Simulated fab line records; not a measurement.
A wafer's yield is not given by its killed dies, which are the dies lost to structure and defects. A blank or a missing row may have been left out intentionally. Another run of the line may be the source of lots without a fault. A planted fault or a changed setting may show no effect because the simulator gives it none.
Chamber matching ; flow gf180mcu ; GF_CONTACT_CVD_02 on pecvd-01: 3 sister chambers
The step deposits SiO2 from TEOS, target thk 860 nm, time 95.992 s. 3 wafers are shown with their chamber, then 7 later ones without.

== EACH WAFER AND ITS CHAMBER ==
wafer;chamber;heater-power-w (W)
L087.1;0;605
L091.1;2;892
L091.3;1;703

== WAFERS WHOSE CHAMBER IS MISSING ==
wafer;heater-power-w (W)
L091.6;526
L096.1;564
L096.5;762
L096.6;920
L097.1;816
L097.3;917
L097.4;747

== CHAMBER TAKEN BY EACH ==
wafer;from the rows above;in truth
L091.6;can't be placed: 0 or 1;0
L096.1;can't be placed: 0 or 1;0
L096.5;can't be placed: 1 or 2 or 0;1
L096.6;2;2
L097.1;can't be placed: 2 or 1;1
L097.3;2;2
L097.4;can't be placed: 1 or 0 or 2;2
2 of 7 placed correctly. Cannot be placed on the basis of these rows: 5; the candidates contain the true chamber in 5. Number placed wrongly: 0.
How it was worked out, from the rows above alone: a wafer's distance from a chamber is the root of the sum, over the readings, of the square of ((its reading less the chamber's mean) divided by the reading's scatter). The wafer belongs to the nearest chamber; if the next one is less than 2 further off, it can't be placed. A chamber's mean is the mean of its shown wafers. The scatter (one wafer shown for each chamber): square how far every hidden wafer sits from the nearest shown wafer, average those squares and take the square root.
